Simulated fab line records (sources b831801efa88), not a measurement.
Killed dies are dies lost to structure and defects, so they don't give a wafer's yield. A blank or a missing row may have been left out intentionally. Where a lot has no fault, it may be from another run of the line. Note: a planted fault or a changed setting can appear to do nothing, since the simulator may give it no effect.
fab line records	flow gf180mcu
record lots=13	wafers=39	lastDay=34
route steps=602 shown NWELL@50 LVPWELL@61 SALICIDE@280 CONTACT@291
lots that met no fault: taken from a fault-free run of the same line
startH: the number of hours between the record's first day and the start of the first shown wafer of the lot	waitH: hours since the lot's step before	" repeats the value in the row above	L1.1+2: a single row standing in for several wafers	- no value, or no start given	* or withheld: withheld	< > ~ a bound
route shown NAME@n: names a module that has steps shown in the file, with the first one's number in the route	usual: the fault-free wafers' mean and standard deviation	same: alike in all rows	chamber/n: place in a boat	sites: readings site by site	_std_site: their standard deviation	_edge_site: outer sites' mean less inner sites'	radiusMm: how far each site lies from the wafer's centre	mask NAME#n: copy n	behind: the last tool/chamber to shape the wafer	hold: cause of the lot's hold/its duration in hours/its outcome	device: whichever transistor did not switch (one of n, p or np)	end of line: tests run on the same wafers once the route is complete	a step without rows: its recipe alone	killed: at the first sort, the dies lost to defects and structure; wafer yield is something else	map: per-die view of a wafer (x killed, . not killed, _ where there is no die)
set.NAME: the setting that was run; set.NAME@STEP: the one run at that earlier step	model.NAME: the simulator's own value behind a step, which no gauge read
steps of the route over a sample of lots; a table a step, a row a wafer
services: when a tool's chamber went out of use (startH, in hours from the record's first day, below 0 if earlier), for how many hours, and the reason
## steps
# step GF_NWELL_IMPLANT_08
# recipe species=P	energyKev=450	doseCm2=1.5e+13	tiltDeg=0
# usual beamOnS=10.01/0.22	endStationPressureTorr=5.08e-06/2.6e-07	faradayCurrentUA=84.5/1.8
lot.wafer	tool	chamber	startH	waitH	beamOnS	endStationPressureTorr	faradayCurrentUA
L163.2	implanter-02	0	56.81	0.0	9.90	5.11e-06	85.5
L163.3	"	0	"	"	10.17	4.88e-06	83.1
L163.6	"	0	"	"	10.15	5.4e-06	83.4
L165.1	implanter-04	0	68.52	0.0	9.91	4.84e-06	85.7
L165.5	"	0	"	"	10.01	5.04e-06	84.8
L165.6	"	0	"	"	9.93	4.74e-06	85.5
L168.2	implanter-02	0	84.31	0.0	8.07	5.01e-06	104.5
L168.5	"	0	"	"	7.45	5.08e-06	113.4
L168.6	"	0	"	"	7.46	4.76e-06	113.2
L169.3	implanter-02	0	87.19	0.1	7.86	5.25e-06	107.9
L169.4	"	0	"	"	7.52	4.89e-06	112.2
L169.5	"	0	"	"	7.58	5.13e-06	111.1
L170.3	implanter-03	0	94.44	0.1	10.02	5.14e-06	84.2
L170.5	"	0	"	"	9.58	5.3e-06	88.1
L170.6	"	0	"	"	9.81	4.93e-06	86.0
L175.1	implanter-03	0	120.19	0.0	9.81	5.28e-06	86.2
L175.5	"	0	"	"	10.03	4.82e-06	84.2
L175.6	"	0	"	"	9.75	5.42e-06	86.6
L177.3	implanter-03	0	132.99	0.1	9.73	5e-06	86.9
L177.4	"	0	"	"	10.15	4.88e-06	83.4
L177.6	"	0	"	"	10.17	4.91e-06	83.1
L178.1	implanter-04	0	139.24	0.0	10.27	5.05e-06	82.3
L178.5	"	0	"	"	10.06	5.1e-06	84.3
L178.6	"	0	"	"	9.87	5.05e-06	85.5
L181.3	implanter-03	0	153.85	0.1	9.76	4.81e-06	86.5
L181.4	"	0	"	"	9.63	5.48e-06	87.4
L181.6	"	0	"	"	10.07	5.09e-06	84.2
L182.1	implanter-03	0	160.70	0.0	9.96	5.02e-06	84.6
L182.3	"	0	"	"	10.09	4.99e-06	84.0
L182.5	"	0	"	"	10.12	4.76e-06	83.7
L183.2	implanter-04	0	164.18	0.0	10.04	5.22e-06	84.5
L183.5	"	0	"	"	10.12	5.08e-06	83.6
L183.6	"	0	"	"	10.00	4.82e-06	84.7
L185.1	implanter-02	0	176.22	0.0	10.15	5.25e-06	83.1
L185.4	"	0	"	"	10.17	4.76e-06	82.8
L185.5	"	0	"	"	10.00	5.26e-06	84.5
L186.1	implanter-02	0	180.94	0.0	9.91	4.71e-06	85.4
L186.4	"	0	"	"	10.23	4.98e-06	82.9
L186.5	"	0	"	"	9.84	5.65e-06	85.6
# step GF_NWELL_TW_MEAS_11
# usual NWELL_TW=1557/11
lot.wafer	tool	chamber	startH	waitH	NWELL_TW
L163.2	filmMetro-04	-	57.20	0.1	1555
L163.3	"	-	"	"	1558
L163.6	"	-	"	"	1554
L165.1	filmMetro-02	-	68.92	0.1	1567
L165.5	"	-	"	"	1571
L165.6	"	-	"	"	1578
L168.2	filmMetro-04	-	84.70	0.1	1444
L168.5	"	-	"	"	1452
L168.6	"	-	"	"	1450
L169.3	filmMetro-02	-	87.56	0.1	1459
L169.4	"	-	"	"	1464
L169.5	"	-	"	"	1463
L170.3	filmMetro-01	-	94.81	0.1	1564
L170.5	"	-	"	"	1563
L170.6	"	-	"	"	1572
L175.1	filmMetro-04	-	120.59	0.1	1551
L175.5	"	-	"	"	1548
L175.6	"	-	"	"	1541
L177.3	filmMetro-04	-	133.36	0.1	1549
L177.4	"	-	"	"	1545
L177.6	"	-	"	"	1545
L178.1	filmMetro-04	-	139.64	0.1	1550
L178.5	"	-	"	"	1550
L178.6	"	-	"	"	1558
L181.3	filmMetro-02	-	154.22	0.1	1567
L181.4	"	-	"	"	1563
L181.6	"	-	"	"	1564
L182.1	filmMetro-04	-	161.10	0.1	1549
L182.3	"	-	"	"	1546
L182.5	"	-	"	"	1546
L183.2	filmMetro-04	-	164.56	0.1	1541
L183.5	"	-	"	"	1542
L183.6	"	-	"	"	1541
L185.1	filmMetro-01	-	176.62	0.1	1568
L185.4	"	-	"	"	1567
L185.5	"	-	"	"	1572
L186.1	filmMetro-01	-	181.34	0.1	1565
L186.4	"	-	"	"	1564
L186.5	"	-	"	"	1564
# step GF_LVPWELL_OVL_MEAS_07
# usual LVPWELL_OVL=-1.1/1.8
lot.wafer	tool	chamber	startH	waitH	LVPWELL_OVL[nm]
L163.2	overlay-02	-	69.82	-	-1.4
L163.3	"	-	"	"	-1.7
L163.6	"	-	"	"	-1.3
L165.1	overlay-01	-	82.35	-	-1.2
L165.5	"	-	"	"	1.6
L165.6	"	-	"	"	-0.1
L168.2	overlay-01	-	98.80	-	-5.1
L168.5	"	-	"	"	-2.8
L168.6	"	-	"	"	-2.4
L169.3	overlay-02	-	101.11	-	-1.2
L169.4	"	-	"	"	-1.9
L169.5	"	-	"	"	-0.1
L170.3	overlay-01	-	108.31	-	-1.5
L170.5	"	-	"	"	0.5
L170.6	"	-	"	"	1.4
L175.1	overlay-01	-	135.62	-	-0.8
L175.5	"	-	"	"	-1.3
L175.6	"	-	"	"	-1.0
L177.3	overlay-01	-	148.66	-	-2.4
L177.4	"	-	"	"	-1.4
L177.6	"	-	"	"	-0.8
L178.1	overlay-02	-	155.77	-	-2.8
L178.5	"	-	"	"	-3.2
L178.6	"	-	"	"	-2.2
L181.3	overlay-01	-	170.41	-	-1.3
L181.4	"	-	"	"	-1.3
L181.6	"	-	"	"	-1.6
L182.1	overlay-02	-	177.57	-	-1.1
L182.3	"	-	"	"	0.7
L182.5	"	-	"	"	-1.8
L183.2	overlay-02	-	180.58	-	0.4
L183.5	"	-	"	"	-0.2
L183.6	"	-	"	"	0.9
L185.1	overlay-02	-	192.60	-	-3.1
L185.4	"	-	"	"	-5.4
L185.5	"	-	"	"	-2.1
L186.1	overlay-01	-	198.37	-	1.9
L186.4	"	-	"	"	-1.8
L186.5	"	-	"	"	-0.3
# step GF_VT_IMPLANT_RS_MEAS_47
# recipe thkMeasGauge=four-point-probe
# usual NWELL_RS=487.7/1.3
lot.wafer	tool	chamber	startH	waitH	NWELL_RS[ohm/sq]
L163.2	filmMetro-02	-	159.94	0.1	485.9
L163.3	"	-	"	"	486.6
L163.6	"	-	"	"	486.7
L165.1	filmMetro-02	-	173.09	0.1	485.0
L165.5	"	-	"	"	486.2
L165.6	"	-	"	"	487.1
L168.2	filmMetro-04	-	195.27	0.1	559.8
L168.5	"	-	"	"	557.7
L168.6	"	-	"	"	562.2
L169.3	filmMetro-04	-	197.57	0.1	560.3
L169.4	"	-	"	"	560.3
L169.5	"	-	"	"	560.5
L170.3	filmMetro-04	-	205.71	0.1	489.9
L170.5	"	-	"	"	489.5
L170.6	"	-	"	"	489.0
L175.1	filmMetro-01	-	240.73	0.1	487.1
L175.5	"	-	"	"	487.4
L175.6	"	-	"	"	488.7
L177.3	filmMetro-04	-	252.81	0.1	487.5
L177.4	"	-	"	"	486.8
L177.6	"	-	"	"	487.9
L178.1	filmMetro-04	-	261.70	0.1	487.0
L178.5	"	-	"	"	487.6
L178.6	"	-	"	"	486.7
L181.3	filmMetro-01	-	280.69	0.1	487.0
L181.4	"	-	"	"	486.1
L181.6	"	-	"	"	487.2
L182.1	filmMetro-04	-	287.60	0.1	489.0
L182.3	"	-	"	"	489.3
L182.5	"	-	"	"	489.0
L183.2	filmMetro-02	-	292.02	0.1	486.3
L183.5	"	-	"	"	487.0
L183.6	"	-	"	"	486.7
L185.1	filmMetro-02	-	304.76	0.1	488.9
L185.4	"	-	"	"	486.9
L185.5	"	-	"	"	486.8
L186.1	filmMetro-04	-	311.66	0.1	488.7
L186.4	"	-	"	"	490.9
L186.5	"	-	"	"	488.4
# step GF_SALICIDE_SPUTTER_02
# recipe material=Co	targetThkNm=10	powerW=1000	timeS=20	chamberPressurePa=0.4
# usual throttleValvePct=30.8/0.84
lot.wafer	tool	chamber	startH	waitH	throttleValvePct
L163.2	pvdSputter-01	-	341.41	0.0	30.5
L163.3	"	-	"	"	30.8
L163.6	"	-	"	"	30.8
L165.1	pvdSputter-04	-	355.61	0.0	30.7
L165.5	"	-	"	"	31.3
L165.6	"	-	"	"	30.5
L169.3	pvdSputter-01	-	393.01	0.0	30.8
L169.4	"	-	"	"	30.5
L169.5	"	-	"	"	30.7
L168.2	pvdSputter-04	-	394.21	0.0	30.9
L168.5	"	-	"	"	30.9
L168.6	"	-	"	"	30.8
L170.3	pvdSputter-04	-	402.47	0.0	30.8
L170.5	"	-	"	"	30.8
L170.6	"	-	"	"	30.9
L175.1	pvdSputter-01	-	449.03	0.0	30.5
L175.5	"	-	"	"	30.5
L175.6	"	-	"	"	30.2
L177.3	pvdSputter-01	-	464.91	0.0	30.5
L177.4	"	-	"	"	32.8
L177.6	"	-	"	"	30.4
L178.1	pvdSputter-01	-	478.67	0.0	30.7
L178.5	"	-	"	"	30.6
L178.6	"	-	"	"	32.7
L181.3	pvdSputter-03	-	501.32	0.0	31.4
L181.4	"	-	"	"	29.1
L181.6	"	-	"	"	29.3
L183.2	pvdSputter-04	-	511.06	0.0	31.0
L183.5	"	-	"	"	30.9
L183.6	"	-	"	"	31.1
L182.1	pvdSputter-04	-	516.34	0.0	31.0
L182.3	"	-	"	"	30.9
L182.5	"	-	"	"	31.0
L185.1	pvdSputter-04	-	532.59	0.0	31.1
L185.4	"	-	"	"	30.8
L185.5	"	-	"	"	30.9
L186.1	pvdSputter-01	-	538.40	0.0	31.0
L186.4	"	-	"	"	32.9
L186.5	"	-	"	"	32.6
# step GF_CONTACT_CMP_04
# recipe material=SiO2	downForcePsi=4	platenRpm=60	padVelocityMS=0.94248
# usual motorCurrentA=12.1/1.4	timeToEndpointS=112/5.8
lot.wafer	tool	chamber	startH	waitH	motorCurrentA	timeToEndpointS
L163.3	cmp-02	2	342.20	0.0	11.2	112
L163.2	"	0	"	"	13.6	101
L163.6	"	3	"	"	11.9	117
L165.1	cmp-02	3	356.52	0.2	12.3	110
L165.5	"	0	"	"	14.3	112
L165.6	"	1	"	"	10.1	119
L169.4	cmp-01	0	393.81	0.0	10.1	119
L169.3	"	1	"	"	12.3	121
L169.5	"	0	"	"	10.8	122
L168.2	cmp-01	1	395.03	0.1	12.6	104
L168.5	"	0	"	"	11.1	111
L168.6	"	1	"	"	12.9	114
L170.3	cmp-01	1	403.28	0.1	12.2	110
L170.6	"	0	"	"	10.5	111
L170.5	"	1	"	"	12.2	108
L175.1	cmp-02	2	449.88	0.1	10.9	113
L175.5	"	1	"	"	10.5	115
L175.6	"	2	"	"	11.4	122
L177.3	cmp-02	0	465.67	0.0	14.8	110
L177.4	"	1	"	"	10.1	126
L177.6	"	0	"	"	13.6	112
L178.1	cmp-01	2	479.49	0.1	12.0	109
L178.5	"	1	"	"	12.9	105
L178.6	"	2	"	"	11.8	109
L181.3	cmp-02	2	502.08	0.0	11.0	116
L181.4	"	1	"	"	10.5	124
L181.6	"	2	"	"	11.1	127
L183.2	cmp-02	2	511.88	0.1	11.3	111
L183.5	"	1	"	"	10.2	120
L183.6	"	2	"	"	11.0	111
L182.3	cmp-02	0	517.19	0.0	13.5	110
L182.1	"	2	"	"	11.0	114
L182.5	"	0	"	"	13.9	113
L185.1	cmp-01	1	533.63	0.1	12.8	106
L185.4	"	3	"	"	13.7	114
L185.5	"	2	"	"	12.3	106
L186.1	cmp-02	1	539.53	0.1	10.1	109
L186.4	"	2	"	"	11.3	110
L186.5	"	0	"	"	14.5	108
## services
tool	chamber	startH	hours	kind
implanter-02	-	34.51	4.5	pm
cmp-02	-	42.97	1.6	repair
cmp-02	-	64.00	4.0	pm
implanter-03	-	70.61	3.3	pm
cmp-02	-	96.79	0.5	repair
cmp-02	-	138.83	26.1	pm
pvdSputter-04	-	189.48	1.8	repair
cmp-02	-	190.48	0.9	repair
implanter-03	-	195.71	2.4	repair
cmp-02	-	209.55	1.2	repair
cmp-02	-	218.18	0.8	repair
cmp-01	-	232.00	4.0	pm
cmp-01	-	246.87	0.4	repair
cmp-01	-	249.17	0.9	repair
implanter-02	-	258.83	4.2	repair
cmp-02	-	287.23	1.3	repair
implanter-03	-	288.42	2.3	pm
cmp-02	-	305.10	4.6	pm
cmp-02	-	322.38	8.0	pm
pvdSputter-04	-	327.14	3.1	repair
cmp-02	-	392.62	4.3	repair
cmp-02	-	404.00	4.0	pm
cmp-02	-	463.98	0.7	repair
pvdSputter-01	-	491.50	10.0	repair
## key
firstSign step=GF_NWELL_IMPLANT_08	reading=faradayCurrentUA	direction=up	sigmas=14	usual=84.5	struck=110.4
effect step=GF_NWELL_IMPLANT_08	reading=beamOnS	direction=down	sigmas=11	usual=10.01	struck=7.66
effect step=GF_NWELL_TW_MEAS_11	reading=NWELL_TW	direction=down	sigmas=9.2	usual=1557	struck=1456
effect step=GF_VT_IMPLANT_RS_MEAS_47	reading=NWELL_RS	direction=up	sigmas=56	usual=487.7	struck=560.1
metAt GF_NWELL_IMPLANT_08
struckLots L168,L169
testerLeftOut L168,L169
notActingAt GF_LVPWELL_OVL_MEAS_07,GF_SALICIDE_SPUTTER_02,GF_CONTACT_CMP_04
onsetBetween 56.81 84.31
fault kind=processParameterDrift	tool=implanter-02	chamber=-	onsetH=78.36	steps=GF_NWELL_IMPLANT_08	channel=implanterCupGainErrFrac	offset=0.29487	shape=step	endH=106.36
# testerLeftOut: of these lots the tester's yield and bins aren't shown, on N5 and GAA mostly nor the transistor test; their killed dies are dies lost to structure and defects alone, not to doping, threshold or leakage, so they don't give the yield
